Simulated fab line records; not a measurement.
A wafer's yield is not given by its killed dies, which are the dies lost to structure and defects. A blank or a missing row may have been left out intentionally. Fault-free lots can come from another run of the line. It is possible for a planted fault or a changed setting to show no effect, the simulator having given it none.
Which tool is to blame? | flow gf180mcu | 36 wafers from 12 lots sampled at 5 of the route's 602 steps

== WHAT THE GAUGES SHOWED, per wafer ==
GF_M5_OVL_MEAS_08.
lot  | measured     | on         | M5_OVL (nm)
L348 | day 26 15:35 | overlay-02 | 2 4 9
L349 | day 27 01:22 | overlay-02 | 4 -1 6
L350 | day 27 04:55 | overlay-01 | 10 10 4
L353 | day 28 03:36 | overlay-01 | 6 8 -2
L361 | day 30 12:02 | overlay-02 | 5 3 5
L362 | day 30 18:11 | overlay-01 | -1 -3 0
L365 | day 31 10:53 | overlay-02 | -6 -6 -1
L366 | day 31 13:23 | overlay-01 | -2 0 8
L367 | day 32 01:03 | overlay-02 | -6 -3 -4
L368 | day 32 02:49 | overlay-01 | 1 -5 -1
L369 | day 32 08:04 | overlay-01 | 2 3 2
L371 | day 32 20:23 | overlay-02 | -5 -12 -4

GF_V5_THK_MEAS_03.
lot  | measured     | on           | V5_CVD_02_THK (nm)
L348 | day 26 16:31 | filmMetro-03 | 1434 1434 1442
L349 | day 27 02:19 | filmMetro-04 | 1456 1433 1433
L350 | day 27 05:52 | filmMetro-04 | 1435 1433 1450
L353 | day 28 04:31 | filmMetro-02 | 1449 1467 1479
L361 | day 30 13:24 | filmMetro-03 | 1434 1435 1429
L362 | day 30 19:17 | filmMetro-02 | 1216 1251 1239 1217 1251 1238
L365 | day 31 11:55 | filmMetro-04 | 1255 1232 1261 1254 1232 1261
L366 | day 31 14:26 | filmMetro-03 | 1485 1467 1445
L367 | day 32 01:58 | filmMetro-04 | 1441 1430 1468
L368 | day 32 03:44 | filmMetro-04 | 1463 1481 1461
L369 | day 32 09:06 | filmMetro-04 | 1468 1456 1497
L371 | day 32 21:18 | filmMetro-03 | 1463 1473 1499

== EACH LOT AND THE TOOL THAT RAN IT (in order: tool; ch and the chambers of the sampled wafers; start) ==
lot  | GF_MIM_SPUTTER_01           | GF_M5_METAL_ETCH_10              | GF_V5_CVD_02
L348 | pvdSputter-01, day 24 19:59 | rieMetal-01 ch 1, day 26 15:39   | pecvd-03 ch 0,1,2, day 26 16:25
L349 | pvdSputter-01, day 25 06:41 | rieMetal-01 ch 0,1, day 27 01:26 | pecvd-01 ch 0,1,2, day 27 02:13
L350 | pvdSputter-04, day 25 10:53 | rieMetal-01 ch 0,1, day 27 04:59 | pecvd-02 ch 0,2, day 27 05:46
L353 | pvdSputter-03, day 26 10:12 | rieMetal-02 ch 0,1, day 28 03:41 | pecvd-03 ch 0,2, day 28 04:24
L361 | pvdSputter-01, day 28 21:23 | rieMetal-02 ch 0,1, day 30 12:06 | pecvd-01 ch 0,1,2, day 30 13:17
L362 | pvdSputter-03, day 29 03:29 | rieMetal-03 ch 0,1, day 30 18:16 | pecvd-01 ch 0,2, day 30 19:09
L365 | pvdSputter-04, day 29 21:49 | rieMetal-02 ch 0, day 31 10:57   | pecvd-01 ch 0,1,2, day 31 11:49
L366 | pvdSputter-03, day 30 01:26 | rieMetal-01 ch 1, day 31 13:32   | pecvd-02 ch 0,1,2, day 31 14:20
L367 | pvdSputter-01, day 30 12:44 | rieMetal-03 ch 1, day 32 01:06   | pecvd-02 ch 0,1,2, day 32 01:51
L368 | pvdSputter-01, day 30 16:24 | rieMetal-03 ch 0,1, day 32 02:53 | pecvd-03 ch 0,1,2, day 32 03:40
L369 | pvdSputter-01, day 30 21:29 | rieMetal-01 ch 0, day 32 08:08   | pecvd-02 ch 0,2, day 32 09:00
L371 | pvdSputter-01, day 31 10:58 | rieMetal-03 ch 0,1, day 32 20:27 | pecvd-02 ch 0,1, day 32 21:12
- GF_MIM_SPUTTER_01: material TiN, target thk 30 nm, time 25 s.
- GF_M5_METAL_ETCH_10: etches the open film in Cl2/BCl3, stops on SiO2, target depth 627.5 nm, time 104.6 s.
- GF_V5_CVD_02: deposits SiO2 from TEOS, target thk 1450 nm, time 163.28 s.

== AS READ BY THE TOOLS THEMSELVES (means over the sampled wafers that have a number; for cases with no such wafer, the mark the record gives instead) ==
GF_MIM_SPUTTER_01.
lot  | tool          | throttleValvePct (%)
L348 | pvdSputter-01 | 29.8
L349 | pvdSputter-01 | 29.9
L350 | pvdSputter-04 | 30.1
L353 | pvdSputter-03 | 30.0
L361 | pvdSputter-01 | 29.9
L362 | pvdSputter-03 | 30.0
L365 | pvdSputter-04 | 30.1
L366 | pvdSputter-03 | 29.8
L367 | pvdSputter-01 | 29.6
L368 | pvdSputter-01 | 29.7
L369 | pvdSputter-01 | 29.7
L371 | pvdSputter-01 | 29.6

GF_M5_METAL_ETCH_10.
lot  | tool        | drypumpMotorCurrentA (A) | oesProductAu (a.u.) | throttleValvePct (%)
L348 | rieMetal-01 | 6.3                      | 0.974               | 28.244
L349 | rieMetal-01 | 6.0                      | 0.972               | 28.239
L350 | rieMetal-01 | 6.0                      | 0.973               | 28.243
L353 | rieMetal-02 | 5.7                      | 0.973               | 28.252
L361 | rieMetal-02 | 5.6                      | 0.962               | 28.264
L362 | rieMetal-03 | 5.2                      | 0.974               | 28.245
L365 | rieMetal-02 | 5.7                      | 0.973               | 28.247
L366 | rieMetal-01 | 6.4                      | 0.978               | 28.238
L367 | rieMetal-03 | 5.0                      | 0.975               | 28.254
L368 | rieMetal-03 | 5.5                      | 0.971               | 28.251
L369 | rieMetal-01 | 5.4                      | 0.966               | 28.255
L371 | rieMetal-03 | 5.5                      | 0.976               | 28.244

GF_V5_CVD_02.
lot  | tool     | heaterPowerW (W) | rfFwdPowerW (W) | susceptorTempC (C)
L348 | pecvd-03 | 659              | 597.3           | 400.03
L349 | pecvd-01 | 617              | 598.0           | 399.98
L350 | pecvd-02 | 697              | 596.4           | 399.96
L353 | pecvd-03 | 664              | 598.9           | 399.98
L361 | pecvd-01 | 620              | 597.7           | 400.15
L362 | pecvd-01 | 631              | 357.0           | 400.26
L365 | pecvd-01 | 628              | 358.3           | 399.93
L366 | pecvd-02 | 649              | 596.4           | 400.09
L367 | pecvd-02 | 714              | 596.1           | 399.95
L368 | pecvd-03 | 591              | 598.5           | 399.85
L369 | pecvd-02 | 682              | 597.4           | 399.92
L371 | pecvd-02 | 679              | 596.0           | 399.97

== THE ANSWER, worked out from the rows above alone ==
Rule: what is usual is taken from the lots themselves. The widest of any qualifying gaps counts: lots, ordered by their means at a reading, are off when they make up no more than a third of the lots, leave a main group of 4 or more, and stand apart from it by 3 or more times the standard deviation of that group's means. Not used: any main group whose means are identical at the precision the tables above print for the reading. Also off: a lot with no number at a reading for which 4 or more lots have one. Where the step has rows for the other lots, those lots are counted as sound. After the gauges, taken in route order, come the tools' own readings; for these a lot's mean is taken, as printed above. At the first step where some lot is off, the reading lying furthest off is the one used; lots without a number count as furthest.
Off: at GF_V5_THK_MEAS_03 (V5_CVD_02_THK), L362, L365. The main group has a mean of 1455 nm with a standard deviation of 16.
A tool fits if, at a process step before that reading, it ran every lot that is off, and no sound lot after the first of them. The gauges at GF_V5_THK_MEAS_03 aren't tried: what is off there is off at GF_V5_CVD_02 too, on other tools, and a gauge's error can't cause that. One fits: pecvd-01 at GF_V5_CVD_02. Its last sound lot is L361 (day 30 13:17), its first lot that is off L362 (day 30 19:09): a fault that began between those two fits.
The tool's own readings at GF_V5_CVD_02 bear it out: on the lots that are off they differ by more than 5 times the standard deviation of the sound lots' means. rfFwdPowerW reads 357.6 W there against 597.3 W on the sound lots.

== WHAT WAS PUT IN BY THE SIMULATOR ==
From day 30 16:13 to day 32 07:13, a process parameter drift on pecvd-01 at GF_V5_CVD_02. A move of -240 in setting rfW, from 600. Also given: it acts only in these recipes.
Struck lots among those shown: L362, L365. The rule above reached the same finding.
